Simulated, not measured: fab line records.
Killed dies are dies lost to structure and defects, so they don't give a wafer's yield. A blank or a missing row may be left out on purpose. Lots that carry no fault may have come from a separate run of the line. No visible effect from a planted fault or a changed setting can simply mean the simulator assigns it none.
fab line records / flow sky130
[record] lots = 14 wafers = 42 last-day = 50
route steps=708 shown LI_CONTACT@384 CONTACT@409
lots with no fault: from the same line, run without faults
start-h: the number of hours between the record's first day and the start of the first shown wafer of the lot / wait-h: hours since the lot's step before / " identical to the entry in the row above / L1.1+2: several wafers, shown together as one row / - either no value or no given start / * or withheld: withheld / < > ~ a bound
route shown NAME@n: NAME is a module with steps in the file, n the number in the route of the first one / usual: mean/standard deviation taken from wafers without a fault / same: alike in all rows / chamber/n: place in a boat / sites: readings site by site / _std_site: how widely they spread, as a standard deviation / _edge_site: the outer-site mean with the inner-site mean subtracted / radius-mm: how far each site lies from the wafer's centre / mask NAME#n: copy n / behind: the last tool/chamber to shape the wafer / hold: why the lot was held/for how many hours/how that ended / device: transistor that didn't switch, given as n, p or np / end of line: the route-end tests of the same wafers / where a step has no rows: the recipe by itself / killed: count of dies lost to structure and defects at first sort (not the wafer's yield) / map: shows each die of a wafer: x if killed, . if not, _ if none is there
set.NAME: setting as actually run; set.NAME@STEP: the setting as run at that earlier step / model.NAME: the simulator's own value behind a step, which no gauge read
the route's steps for a sample of lots (tables are steps, rows are wafers)
services: a tool's chamber out of use, with start hour (start-h, from the record's first day; less than 0 if before it), hours out, and reason
[[steps]]
[step SKY_LI_CONTACT_RS_MEAS_22]
[recipe] thk-meas-gauge = four-point-probe reads = W_of_LI_CONTACT_CVD_21+TiN_of_LI_CONTACT_SPUTTER_20+Ti_of_LI_CONTACT_SPUTTER_19
[usual] LI_CONTACT_W_RS = 0.285/0.0039
lot.wafer=L364.1 tool=film-metro-01 chamber=- start-h=681.69 wait-h=0.1 LI_CONTACT_W_RS[ohm/sq]=0.285
lot.wafer=L364.3 tool=film-metro-01 chamber=- start-h=681.69 wait-h=0.1 LI_CONTACT_W_RS[ohm/sq]=0.285
lot.wafer=L364.6 tool=film-metro-01 chamber=- start-h=681.69 wait-h=0.1 LI_CONTACT_W_RS[ohm/sq]=0.285
lot.wafer=L365.1 tool=film-metro-01 chamber=- start-h=686.74 wait-h=0.1 LI_CONTACT_W_RS[ohm/sq]=0.284
lot.wafer=L365.4 tool=film-metro-01 chamber=- start-h=686.74 wait-h=0.1 LI_CONTACT_W_RS[ohm/sq]=0.282
lot.wafer=L365.6 tool=film-metro-01 chamber=- start-h=686.74 wait-h=0.1 LI_CONTACT_W_RS[ohm/sq]=0.281
lot.wafer=L374.2 tool=film-metro-02 chamber=- start-h=760.21 wait-h=0.1 LI_CONTACT_W_RS[ohm/sq]=0.287
lot.wafer=L374.4 tool=film-metro-02 chamber=- start-h=760.21 wait-h=0.1 LI_CONTACT_W_RS[ohm/sq]=0.285
lot.wafer=L374.5 tool=film-metro-02 chamber=- start-h=760.21 wait-h=0.1 LI_CONTACT_W_RS[ohm/sq]=0.286
lot.wafer=L376.1 tool=film-metro-02 chamber=- start-h=774.89 wait-h=0.1 LI_CONTACT_W_RS[ohm/sq]=0.285
lot.wafer=L376.2 tool=film-metro-02 chamber=- start-h=774.89 wait-h=0.1 LI_CONTACT_W_RS[ohm/sq]=0.282
lot.wafer=L376.6 tool=film-metro-02 chamber=- start-h=774.89 wait-h=0.1 LI_CONTACT_W_RS[ohm/sq]=0.283
lot.wafer=L377.2 tool=film-metro-04 chamber=- start-h=784.13 wait-h=0.1 LI_CONTACT_W_RS[ohm/sq]=0.283
lot.wafer=L377.3 tool=film-metro-04 chamber=- start-h=784.13 wait-h=0.1 LI_CONTACT_W_RS[ohm/sq]=0.283
lot.wafer=L377.6 tool=film-metro-04 chamber=- start-h=784.13 wait-h=0.1 LI_CONTACT_W_RS[ohm/sq]=0.281
lot.wafer=L378.3 tool=film-metro-01 chamber=- start-h=793.78 wait-h=0.1 LI_CONTACT_W_RS[ohm/sq]=0.287
lot.wafer=L378.5 tool=film-metro-01 chamber=- start-h=793.78 wait-h=0.1 LI_CONTACT_W_RS[ohm/sq]=0.279
lot.wafer=L378.6 tool=film-metro-01 chamber=- start-h=793.78 wait-h=0.1 LI_CONTACT_W_RS[ohm/sq]=0.287
lot.wafer=L379.1 tool=film-metro-02 chamber=- start-h=803.35 wait-h=0.1 LI_CONTACT_W_RS[ohm/sq]=0.289
lot.wafer=L379.2 tool=film-metro-02 chamber=- start-h=803.35 wait-h=0.1 LI_CONTACT_W_RS[ohm/sq]=0.288
lot.wafer=L379.6 tool=film-metro-02 chamber=- start-h=803.35 wait-h=0.1 LI_CONTACT_W_RS[ohm/sq]=0.288
lot.wafer=L380.2 tool=film-metro-04 chamber=- start-h=809.83 wait-h=0.1 LI_CONTACT_W_RS[ohm/sq]=0.278
lot.wafer=L380.3 tool=film-metro-04 chamber=- start-h=809.83 wait-h=0.1 LI_CONTACT_W_RS[ohm/sq]=0.277
lot.wafer=L380.6 tool=film-metro-04 chamber=- start-h=809.83 wait-h=0.1 LI_CONTACT_W_RS[ohm/sq]=0.277
lot.wafer=L381.1 tool=film-metro-02 chamber=- start-h=824.59 wait-h=0.1 LI_CONTACT_W_RS[ohm/sq]=0.286
lot.wafer=L381.2 tool=film-metro-02 chamber=- start-h=824.59 wait-h=0.1 LI_CONTACT_W_RS[ohm/sq]=0.288
lot.wafer=L381.6 tool=film-metro-02 chamber=- start-h=824.59 wait-h=0.1 LI_CONTACT_W_RS[ohm/sq]=0.282
lot.wafer=L382.2 tool=film-metro-02 chamber=- start-h=825.56 wait-h=0.1 LI_CONTACT_W_RS[ohm/sq]=0.277
lot.wafer=L382.4 tool=film-metro-02 chamber=- start-h=825.56 wait-h=0.1 LI_CONTACT_W_RS[ohm/sq]=0.276
lot.wafer=L382.5 tool=film-metro-02 chamber=- start-h=825.56 wait-h=0.1 LI_CONTACT_W_RS[ohm/sq]=0.280
lot.wafer=L384.3 tool=film-metro-04 chamber=- start-h=832.13 wait-h=0.1 LI_CONTACT_W_RS[ohm/sq]=0.290
lot.wafer=L384.5 tool=film-metro-04 chamber=- start-h=832.13 wait-h=0.1 LI_CONTACT_W_RS[ohm/sq]=0.285
lot.wafer=L384.6 tool=film-metro-04 chamber=- start-h=832.13 wait-h=0.1 LI_CONTACT_W_RS[ohm/sq]=0.286
lot.wafer=L385.1 tool=film-metro-04 chamber=- start-h=841.51 wait-h=0.1 LI_CONTACT_W_RS[ohm/sq]=0.287
lot.wafer=L385.4 tool=film-metro-04 chamber=- start-h=841.51 wait-h=0.1 LI_CONTACT_W_RS[ohm/sq]=0.289
lot.wafer=L385.6 tool=film-metro-04 chamber=- start-h=841.51 wait-h=0.1 LI_CONTACT_W_RS[ohm/sq]=0.293
lot.wafer=L386.1 tool=film-metro-02 chamber=- start-h=848.99 wait-h=0.1 LI_CONTACT_W_RS[ohm/sq]=0.288
lot.wafer=L386.3 tool=film-metro-02 chamber=- start-h=848.99 wait-h=0.1 LI_CONTACT_W_RS[ohm/sq]=0.283
lot.wafer=L386.6 tool=film-metro-02 chamber=- start-h=848.99 wait-h=0.1 LI_CONTACT_W_RS[ohm/sq]=0.287
lot.wafer=L387.2 tool=film-metro-02 chamber=- start-h=858.76 wait-h=0.1 LI_CONTACT_W_RS[ohm/sq]=0.292
lot.wafer=L387.3 tool=film-metro-02 chamber=- start-h=858.76 wait-h=0.1 LI_CONTACT_W_RS[ohm/sq]=0.282
lot.wafer=L387.4 tool=film-metro-02 chamber=- start-h=858.76 wait-h=0.1 LI_CONTACT_W_RS[ohm/sq]=0.289
[step SKY_LI_CONTACT_CMP_24]
[recipe] stop-on = PSG t-overpolish-s = 20 down-force-psi = 3.5 platen-rpm = 60 target-thk-nm = 0 pad-velocity-m-s = 0.94248
[usual] edge-zone-pressure-frac = 1.001/0.0048 motor-current-A = 11.4/0.94 overpolish-run-s = 20.000/0.0091 time-to-endpoint-s = 95.9/2.8
lot.wafer=L364.3 tool=cmp-01 chamber=0 start-h=681.87 wait-h=0.0 edge-zone-pressure-frac=1.000 motor-current-A=11.5 overpolish-run-s=19.997 time-to-endpoint-s=91.7
lot.wafer=L364.1 tool=cmp-01 chamber=1 start-h=681.87 wait-h=0.0 edge-zone-pressure-frac=0.994 motor-current-A=11.2 overpolish-run-s=19.987 time-to-endpoint-s=92.1
lot.wafer=L364.6 tool=cmp-01 chamber=1 start-h=681.87 wait-h=0.0 edge-zone-pressure-frac=1.000 motor-current-A=11.9 overpolish-run-s=20.000 time-to-endpoint-s=92.2
lot.wafer=L365.4 tool=cmp-01 chamber=0 start-h=686.92 wait-h=0.0 edge-zone-pressure-frac=1.005 motor-current-A=11.5 overpolish-run-s=20.004 time-to-endpoint-s=98.0
lot.wafer=L365.1 tool=cmp-01 chamber=3 start-h=686.92 wait-h=0.0 edge-zone-pressure-frac=1.003 motor-current-A=12.3 overpolish-run-s=19.989 time-to-endpoint-s=99.7
lot.wafer=L365.6 tool=cmp-01 chamber=0 start-h=686.92 wait-h=0.0 edge-zone-pressure-frac=1.003 motor-current-A=11.4 overpolish-run-s=20.008 time-to-endpoint-s=98.9
lot.wafer=L374.2 tool=cmp-01 chamber=2 start-h=760.37 wait-h=0.0 edge-zone-pressure-frac=1.002 motor-current-A=11.0 overpolish-run-s=20.009 time-to-endpoint-s=90.4
lot.wafer=L374.4 tool=cmp-01 chamber=0 start-h=760.37 wait-h=0.0 edge-zone-pressure-frac=1.002 motor-current-A=11.6 overpolish-run-s=20.022 time-to-endpoint-s=92.2
lot.wafer=L374.5 tool=cmp-01 chamber=3 start-h=760.37 wait-h=0.0 edge-zone-pressure-frac=1.001 motor-current-A=12.2 overpolish-run-s=20.006 time-to-endpoint-s=94.9
lot.wafer=L376.2 tool=cmp-01 chamber=1 start-h=775.07 wait-h=0.0 edge-zone-pressure-frac=1.004 motor-current-A=11.4 overpolish-run-s=19.999 time-to-endpoint-s=95.8
lot.wafer=L376.1 tool=cmp-01 chamber=2 start-h=775.07 wait-h=0.0 edge-zone-pressure-frac=1.004 motor-current-A=11.1 overpolish-run-s=20.004 time-to-endpoint-s=90.8
lot.wafer=L376.6 tool=cmp-01 chamber=1 start-h=775.07 wait-h=0.0 edge-zone-pressure-frac=1.008 motor-current-A=11.4 overpolish-run-s=20.013 time-to-endpoint-s=89.8
lot.wafer=L377.2 tool=cmp-02 chamber=1 start-h=784.29 wait-h=0.0 edge-zone-pressure-frac=0.998 motor-current-A=12.7 overpolish-run-s=19.995 time-to-endpoint-s=100.2
lot.wafer=L377.3 tool=cmp-02 chamber=3 start-h=784.29 wait-h=0.0 edge-zone-pressure-frac=1.002 motor-current-A=11.4 overpolish-run-s=19.984 time-to-endpoint-s=99.1
lot.wafer=L377.6 tool=cmp-02 chamber=2 start-h=784.29 wait-h=0.0 edge-zone-pressure-frac=0.998 motor-current-A=9.7 overpolish-run-s=20.005 time-to-endpoint-s=99.4
lot.wafer=L378.3 tool=cmp-02 chamber=0 start-h=793.92 wait-h=0.0 edge-zone-pressure-frac=0.998 motor-current-A=11.9 overpolish-run-s=20.001 time-to-endpoint-s=93.2
lot.wafer=L378.6 tool=cmp-02 chamber=0 start-h=793.92 wait-h=0.0 edge-zone-pressure-frac=1.000 motor-current-A=11.8 overpolish-run-s=20.010 time-to-endpoint-s=96.0
lot.wafer=L378.5 tool=cmp-02 chamber=1 start-h=793.92 wait-h=0.0 edge-zone-pressure-frac=1.002 motor-current-A=12.6 overpolish-run-s=19.997 time-to-endpoint-s=101.9
lot.wafer=L379.2 tool=cmp-02 chamber=2 start-h=803.58 wait-h=0.1 edge-zone-pressure-frac=1.004 motor-current-A=9.3 overpolish-run-s=20.009 time-to-endpoint-s=96.2
lot.wafer=L379.1 tool=cmp-02 chamber=3 start-h=803.58 wait-h=0.1 edge-zone-pressure-frac=1.009 motor-current-A=11.1 overpolish-run-s=20.012 time-to-endpoint-s=94.8
lot.wafer=L379.6 tool=cmp-02 chamber=2 start-h=803.58 wait-h=0.1 edge-zone-pressure-frac=0.999 motor-current-A=9.3 overpolish-run-s=20.006 time-to-endpoint-s=95.9
lot.wafer=L380.3 tool=cmp-02 chamber=0 start-h=809.99 wait-h=0.0 edge-zone-pressure-frac=1.001 motor-current-A=12.3 overpolish-run-s=19.998 time-to-endpoint-s=97.1
lot.wafer=L380.2 tool=cmp-02 chamber=1 start-h=809.99 wait-h=0.0 edge-zone-pressure-frac=1.003 motor-current-A=12.1 overpolish-run-s=20.006 time-to-endpoint-s=102.2
lot.wafer=L380.6 tool=cmp-02 chamber=1 start-h=809.99 wait-h=0.0 edge-zone-pressure-frac=0.998 motor-current-A=12.0 overpolish-run-s=19.988 time-to-endpoint-s=97.4
lot.wafer=L381.1 tool=cmp-02 chamber=3 start-h=824.77 wait-h=0.1 edge-zone-pressure-frac=1.001 motor-current-A=11.1 overpolish-run-s=20.012 time-to-endpoint-s=94.8
lot.wafer=L381.2 tool=cmp-02 chamber=0 start-h=824.77 wait-h=0.1 edge-zone-pressure-frac=0.994 motor-current-A=11.4 overpolish-run-s=19.991 time-to-endpoint-s=97.0
lot.wafer=L381.6 tool=cmp-02 chamber=3 start-h=824.77 wait-h=0.1 edge-zone-pressure-frac=1.003 motor-current-A=11.9 overpolish-run-s=20.015 time-to-endpoint-s=99.0
lot.wafer=L382.4 tool=cmp-02 chamber=3 start-h=825.72 wait-h=0.0 edge-zone-pressure-frac=1.005 motor-current-A=11.2 overpolish-run-s=19.995 time-to-endpoint-s=97.2
lot.wafer=L382.2 tool=cmp-02 chamber=2 start-h=825.72 wait-h=0.0 edge-zone-pressure-frac=1.002 motor-current-A=9.7 overpolish-run-s=19.989 time-to-endpoint-s=97.8
lot.wafer=L382.5 tool=cmp-02 chamber=0 start-h=825.72 wait-h=0.0 edge-zone-pressure-frac=1.002 motor-current-A=12.3 overpolish-run-s=19.991 time-to-endpoint-s=93.4
lot.wafer=L384.3 tool=cmp-01 chamber=1 start-h=832.37 wait-h=0.1 edge-zone-pressure-frac=0.999 motor-current-A=11.8 overpolish-run-s=19.991 time-to-endpoint-s=98.2
lot.wafer=L384.5 tool=cmp-01 chamber=3 start-h=832.37 wait-h=0.1 edge-zone-pressure-frac=1.001 motor-current-A=12.8 overpolish-run-s=19.990 time-to-endpoint-s=101.3
lot.wafer=L384.6 tool=cmp-01 chamber=0 start-h=832.37 wait-h=0.1 edge-zone-pressure-frac=0.993 motor-current-A=11.2 overpolish-run-s=20.002 time-to-endpoint-s=98.8
lot.wafer=L385.1 tool=cmp-01 chamber=0 start-h=841.69 wait-h=0.1 edge-zone-pressure-frac=1.001 motor-current-A=11.0 overpolish-run-s=20.006 time-to-endpoint-s=97.8
lot.wafer=L385.4 tool=cmp-01 chamber=2 start-h=841.69 wait-h=0.1 edge-zone-pressure-frac=0.988 motor-current-A=10.3 overpolish-run-s=20.013 time-to-endpoint-s=97.5
lot.wafer=L385.6 tool=cmp-01 chamber=1 start-h=841.69 wait-h=0.1 edge-zone-pressure-frac=1.000 motor-current-A=10.9 overpolish-run-s=20.005 time-to-endpoint-s=92.1
lot.wafer=L386.1 tool=cmp-02 chamber=2 start-h=849.27 wait-h=0.1 edge-zone-pressure-frac=0.996 motor-current-A=9.4 overpolish-run-s=20.016 time-to-endpoint-s=92.6
lot.wafer=L386.3 tool=cmp-02 chamber=3 start-h=849.27 wait-h=0.1 edge-zone-pressure-frac=1.005 motor-current-A=11.0 overpolish-run-s=19.996 time-to-endpoint-s=96.5
lot.wafer=L386.6 tool=cmp-02 chamber=1 start-h=849.27 wait-h=0.1 edge-zone-pressure-frac=0.998 motor-current-A=12.4 overpolish-run-s=20.016 time-to-endpoint-s=96.6
lot.wafer=L387.3 tool=cmp-01 chamber=3 start-h=858.97 wait-h=0.1 edge-zone-pressure-frac=1.005 motor-current-A=12.5 overpolish-run-s=20.001 time-to-endpoint-s=100.1
lot.wafer=L387.4 tool=cmp-01 chamber=0 start-h=858.97 wait-h=0.1 edge-zone-pressure-frac=0.996 motor-current-A=10.8 overpolish-run-s=19.993 time-to-endpoint-s=95.5
lot.wafer=L387.2 tool=cmp-01 chamber=1 start-h=858.97 wait-h=0.1 edge-zone-pressure-frac=0.995 motor-current-A=12.1 overpolish-run-s=20.009 time-to-endpoint-s=94.6
[step SKY_CONTACT_THK_MEAS_03]
[recipe] reads = SiO2_of_CONTACT_HDPCVD_02
[usual] CONTACT_HDPCVD_THK = 564/5
lot.wafer=L364.1 tool=film-metro-04 chamber=- start-h=711.17 wait-h=0.0 CONTACT_HDPCVD_THK[nm]=560
lot.wafer=L364.3 tool=film-metro-04 chamber=- start-h=711.17 wait-h=0.0 CONTACT_HDPCVD_THK[nm]=568
lot.wafer=L364.6 tool=film-metro-04 chamber=- start-h=711.17 wait-h=0.0 CONTACT_HDPCVD_THK[nm]=563
lot.wafer=L365.1 tool=film-metro-04 chamber=- start-h=716.68 wait-h=0.0 CONTACT_HDPCVD_THK[nm]=580
lot.wafer=L365.4 tool=film-metro-04 chamber=- start-h=716.68 wait-h=0.0 CONTACT_HDPCVD_THK[nm]=574
lot.wafer=L365.6 tool=film-metro-04 chamber=- start-h=716.68 wait-h=0.0 CONTACT_HDPCVD_THK[nm]=569
lot.wafer=L374.2 tool=film-metro-04 chamber=- start-h=789.11 wait-h=0.0 CONTACT_HDPCVD_THK[nm]=564
lot.wafer=L374.4 tool=film-metro-04 chamber=- start-h=789.11 wait-h=0.0 CONTACT_HDPCVD_THK[nm]=562
lot.wafer=L374.5 tool=film-metro-04 chamber=- start-h=789.11 wait-h=0.0 CONTACT_HDPCVD_THK[nm]=562
lot.wafer=L376.1 tool=film-metro-04 chamber=- start-h=803.34 wait-h=0.0 CONTACT_HDPCVD_THK[nm]=555
lot.wafer=L376.2 tool=film-metro-04 chamber=- start-h=803.34 wait-h=0.0 CONTACT_HDPCVD_THK[nm]=557
lot.wafer=L376.6 tool=film-metro-04 chamber=- start-h=803.34 wait-h=0.0 CONTACT_HDPCVD_THK[nm]=556
lot.wafer=L377.2 tool=film-metro-04 chamber=- start-h=811.67 wait-h=0.0 CONTACT_HDPCVD_THK[nm]=568
lot.wafer=L377.3 tool=film-metro-04 chamber=- start-h=811.67 wait-h=0.0 CONTACT_HDPCVD_THK[nm]=565
lot.wafer=L377.6 tool=film-metro-04 chamber=- start-h=811.67 wait-h=0.0 CONTACT_HDPCVD_THK[nm]=564
lot.wafer=L378.3 tool=film-metro-02 chamber=- start-h=821.98 wait-h=0.1 CONTACT_HDPCVD_THK[nm]=561
lot.wafer=L378.5 tool=film-metro-02 chamber=- start-h=821.98 wait-h=0.1 CONTACT_HDPCVD_THK[nm]=561
lot.wafer=L378.6 tool=film-metro-02 chamber=- start-h=821.98 wait-h=0.1 CONTACT_HDPCVD_THK[nm]=567
lot.wafer=L379.1 tool=film-metro-04 chamber=- start-h=831.35 wait-h=0.0 CONTACT_HDPCVD_THK[nm]=567
lot.wafer=L379.2 tool=film-metro-04 chamber=- start-h=831.35 wait-h=0.0 CONTACT_HDPCVD_THK[nm]=569
lot.wafer=L379.6 tool=film-metro-04 chamber=- start-h=831.35 wait-h=0.0 CONTACT_HDPCVD_THK[nm]=564
lot.wafer=L380.2 tool=film-metro-02 chamber=- start-h=837.62 wait-h=0.0 CONTACT_HDPCVD_THK[nm]=558
lot.wafer=L380.3 tool=film-metro-02 chamber=- start-h=837.62 wait-h=0.0 CONTACT_HDPCVD_THK[nm]=556
lot.wafer=L380.6 tool=film-metro-02 chamber=- start-h=837.62 wait-h=0.0 CONTACT_HDPCVD_THK[nm]=566
lot.wafer=L381.1 tool=film-metro-02 chamber=- start-h=852.10 wait-h=0.0 CONTACT_HDPCVD_THK[nm]=556
lot.wafer=L381.2 tool=film-metro-02 chamber=- start-h=852.10 wait-h=0.0 CONTACT_HDPCVD_THK[nm]=556
lot.wafer=L381.6 tool=film-metro-02 chamber=- start-h=852.10 wait-h=0.0 CONTACT_HDPCVD_THK[nm]=557
lot.wafer=L382.2 tool=film-metro-03 chamber=- start-h=852.93 wait-h=0.0 CONTACT_HDPCVD_THK[nm]=572
lot.wafer=L382.4 tool=film-metro-03 chamber=- start-h=852.93 wait-h=0.0 CONTACT_HDPCVD_THK[nm]=567
lot.wafer=L382.5 tool=film-metro-03 chamber=- start-h=852.93 wait-h=0.0 CONTACT_HDPCVD_THK[nm]=566
lot.wafer=L384.3 tool=film-metro-02 chamber=- start-h=860.06 wait-h=0.1 CONTACT_HDPCVD_THK[nm]=560
lot.wafer=L384.5 tool=film-metro-02 chamber=- start-h=860.06 wait-h=0.1 CONTACT_HDPCVD_THK[nm]=555
lot.wafer=L384.6 tool=film-metro-02 chamber=- start-h=860.06 wait-h=0.1 CONTACT_HDPCVD_THK[nm]=562
lot.wafer=L385.1 tool=film-metro-04 chamber=- start-h=868.81 wait-h=0.0 CONTACT_HDPCVD_THK[nm]=556
lot.wafer=L385.4 tool=film-metro-04 chamber=- start-h=868.81 wait-h=0.0 CONTACT_HDPCVD_THK[nm]=559
lot.wafer=L385.6 tool=film-metro-04 chamber=- start-h=868.81 wait-h=0.0 CONTACT_HDPCVD_THK[nm]=564
lot.wafer=L386.1 tool=film-metro-03 chamber=- start-h=877.04 wait-h=0.0 CONTACT_HDPCVD_THK[nm]=570
lot.wafer=L386.3 tool=film-metro-03 chamber=- start-h=877.04 wait-h=0.0 CONTACT_HDPCVD_THK[nm]=572
lot.wafer=L386.6 tool=film-metro-03 chamber=- start-h=877.04 wait-h=0.0 CONTACT_HDPCVD_THK[nm]=572
lot.wafer=L387.2 tool=film-metro-03 chamber=- start-h=886.66 wait-h=0.0 CONTACT_HDPCVD_THK[nm]=566
lot.wafer=L387.3 tool=film-metro-03 chamber=- start-h=886.66 wait-h=0.0 CONTACT_HDPCVD_THK[nm]=565
lot.wafer=L387.4 tool=film-metro-03 chamber=- start-h=886.66 wait-h=0.0 CONTACT_HDPCVD_THK[nm]=564
[step SKY_CONTACT_DEVELOP_13]
[recipe] develop-time-s = 60 resist = KrF-thick dev-temp-c = 21
[usual] developer-temp-C = 21.00/0.1
[same] develop-time-s = 60
lot.wafer=L364.1 tool=litho-track-04 chamber=0 start-h=738 wait-h=- developer-temp-C=21.15
lot.wafer=L364.3 tool=litho-track-04 chamber=0 start-h=738 wait-h=- developer-temp-C=21.18
lot.wafer=L364.6 tool=litho-track-04 chamber=0 start-h=738 wait-h=- developer-temp-C=21.10
lot.wafer=L365.1 tool=litho-track-04 chamber=0 start-h=744 wait-h=- developer-temp-C=20.80
lot.wafer=L365.4 tool=litho-track-04 chamber=0 start-h=744 wait-h=- developer-temp-C=20.88
lot.wafer=L365.6 tool=litho-track-04 chamber=0 start-h=744 wait-h=- developer-temp-C=20.85
lot.wafer=L374.2 tool=litho-track-01 chamber=0 start-h=815 wait-h=- developer-temp-C=23.07
lot.wafer=L374.4 tool=litho-track-01 chamber=0 start-h=815 wait-h=- developer-temp-C=22.94
lot.wafer=L374.5 tool=litho-track-01 chamber=0 start-h=815 wait-h=- developer-temp-C=22.88
lot.wafer=L376.1 tool=litho-track-01 chamber=0 start-h=829 wait-h=- developer-temp-C=23.00
lot.wafer=L376.2 tool=litho-track-01 chamber=0 start-h=829 wait-h=- developer-temp-C=23.14
lot.wafer=L376.6 tool=litho-track-01 chamber=0 start-h=829 wait-h=- developer-temp-C=23.17
lot.wafer=L377.2 tool=litho-track-04 chamber=0 start-h=837 wait-h=- developer-temp-C=21.02
lot.wafer=L377.3 tool=litho-track-04 chamber=0 start-h=837 wait-h=- developer-temp-C=21.02
lot.wafer=L377.6 tool=litho-track-04 chamber=0 start-h=837 wait-h=- developer-temp-C=20.95
lot.wafer=L378.3 tool=litho-track-03 chamber=0 start-h=848 wait-h=- developer-temp-C=21.16
lot.wafer=L378.5 tool=litho-track-03 chamber=0 start-h=848 wait-h=- developer-temp-C=20.99
lot.wafer=L378.6 tool=litho-track-03 chamber=0 start-h=848 wait-h=- developer-temp-C=20.98
lot.wafer=L379.1 tool=litho-track-04 chamber=0 start-h=857 wait-h=- developer-temp-C=20.90
lot.wafer=L379.2 tool=litho-track-04 chamber=0 start-h=857 wait-h=- developer-temp-C=20.87
lot.wafer=L379.6 tool=litho-track-04 chamber=0 start-h=857 wait-h=- developer-temp-C=21.02
lot.wafer=L380.2 tool=litho-track-03 chamber=0 start-h=864 wait-h=- developer-temp-C=21.11
lot.wafer=L380.3 tool=litho-track-03 chamber=0 start-h=864 wait-h=- developer-temp-C=21.09
lot.wafer=L380.6 tool=litho-track-03 chamber=0 start-h=864 wait-h=- developer-temp-C=20.92
lot.wafer=L381.1 tool=litho-track-04 chamber=0 start-h=877 wait-h=- developer-temp-C=21.21
lot.wafer=L381.2 tool=litho-track-04 chamber=0 start-h=877 wait-h=- developer-temp-C=21.00
lot.wafer=L381.6 tool=litho-track-04 chamber=0 start-h=877 wait-h=- developer-temp-C=21.14
lot.wafer=L382.2 tool=litho-track-04 chamber=0 start-h=879 wait-h=- developer-temp-C=21.07
lot.wafer=L382.4 tool=litho-track-04 chamber=0 start-h=879 wait-h=- developer-temp-C=20.90
lot.wafer=L382.5 tool=litho-track-04 chamber=0 start-h=879 wait-h=- developer-temp-C=20.99
lot.wafer=L384.3 tool=litho-track-04 chamber=0 start-h=886 wait-h=- developer-temp-C=20.89
lot.wafer=L384.5 tool=litho-track-04 chamber=0 start-h=886 wait-h=- developer-temp-C=21.21
lot.wafer=L384.6 tool=litho-track-04 chamber=0 start-h=886 wait-h=- developer-temp-C=21.13
lot.wafer=L385.1 tool=litho-track-01 chamber=0 start-h=895 wait-h=- developer-temp-C=21.11
lot.wafer=L385.4 tool=litho-track-01 chamber=0 start-h=895 wait-h=- developer-temp-C=20.88
lot.wafer=L385.6 tool=litho-track-01 chamber=0 start-h=895 wait-h=- developer-temp-C=20.79
lot.wafer=L386.1 tool=litho-track-04 chamber=0 start-h=902 wait-h=- developer-temp-C=21.02
lot.wafer=L386.3 tool=litho-track-04 chamber=0 start-h=903 wait-h=- developer-temp-C=21.08
lot.wafer=L386.6 tool=litho-track-04 chamber=0 start-h=903 wait-h=- developer-temp-C=20.97
lot.wafer=L387.2 tool=litho-track-04 chamber=0 start-h=912 wait-h=- developer-temp-C=20.86
lot.wafer=L387.3 tool=litho-track-04 chamber=0 start-h=912 wait-h=- developer-temp-C=20.93
lot.wafer=L387.4 tool=litho-track-04 chamber=0 start-h=912 wait-h=- developer-temp-C=21.08
[[services]]
tool=cmp-01 chamber=- start-h=658.41 hours=3.7 kind=repair
tool=cmp-01 chamber=- start-h=676.02 hours=1.6 kind=repair
tool=cmp-01 chamber=- start-h=726.77 hours=2.1 kind=repair
tool=cmp-02 chamber=- start-h=739.39 hours=1.2 kind=repair
tool=cmp-02 chamber=- start-h=740.82 hours=0.4 kind=repair
tool=cmp-02 chamber=- start-h=744.00 hours=4.0 kind=pm
tool=cmp-02 chamber=- start-h=748.00 hours=- kind=consumable-replace:conditioner
tool=cmp-02 chamber=- start-h=748.00 hours=- kind=consumable-replace:pad
tool=cmp-02 chamber=- start-h=751.46 hours=6.3 kind=pm
tool=cmp-01 chamber=- start-h=762.72 hours=8.1 kind=pm
tool=litho-track-01 chamber=- start-h=767.42 hours=- kind=consumable-replace:filter
tool=cmp-02 chamber=- start-h=784.70 hours=2.3 kind=repair
tool=cmp-02 chamber=- start-h=788.88 hours=1.8 kind=repair
tool=cmp-01 chamber=- start-h=806.47 hours=1.4 kind=repair
tool=cmp-01 chamber=- start-h=843.55 hours=3.4 kind=repair
[[key]]
[first-sign] step = SKY_CONTACT_DEVELOP_13 reading = developer-temp-C direction = up sigmas = 20 usual = * struck = *
effect none on later readings
met-at SKY_CONTACT_DEVELOP_13
struck-lots L374,L376
sort-left-out L374.2,L374.4,L374.5,L376.1,L376.2,L376.6
tester-left-out L374,L376
[loop-trim] step = SKY_CONTACT_EXPOSE_11 setting = dose lots = L376
not-acting-at SKY_LI_CONTACT_RS_MEAS_22,SKY_LI_CONTACT_CMP_24,SKY_CONTACT_THK_MEAS_03
[fault] kind = process-parameter-drift tool = litho-track-01 chamber = - onset-h = 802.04 steps = SKY_CONTACT_DEVELOP_13 channel = dev-temp-c offset = * shape = step end-h = 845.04 acts-in = * stated = *
// tester-left-out: of these lots the tester's yield and bins aren't shown, on N5 and GAA mostly nor the transistor test; their killed dies are dies lost to structure and defects alone, not to doping, threshold or leakage, so they don't give the yield
// sort-left-out: the simulated sort isn't trusted on such a fault, so these wafers' sort isn't shown, and their yield isn't known
// loop-trim: a control loop set the setting to another value than it would have without faults
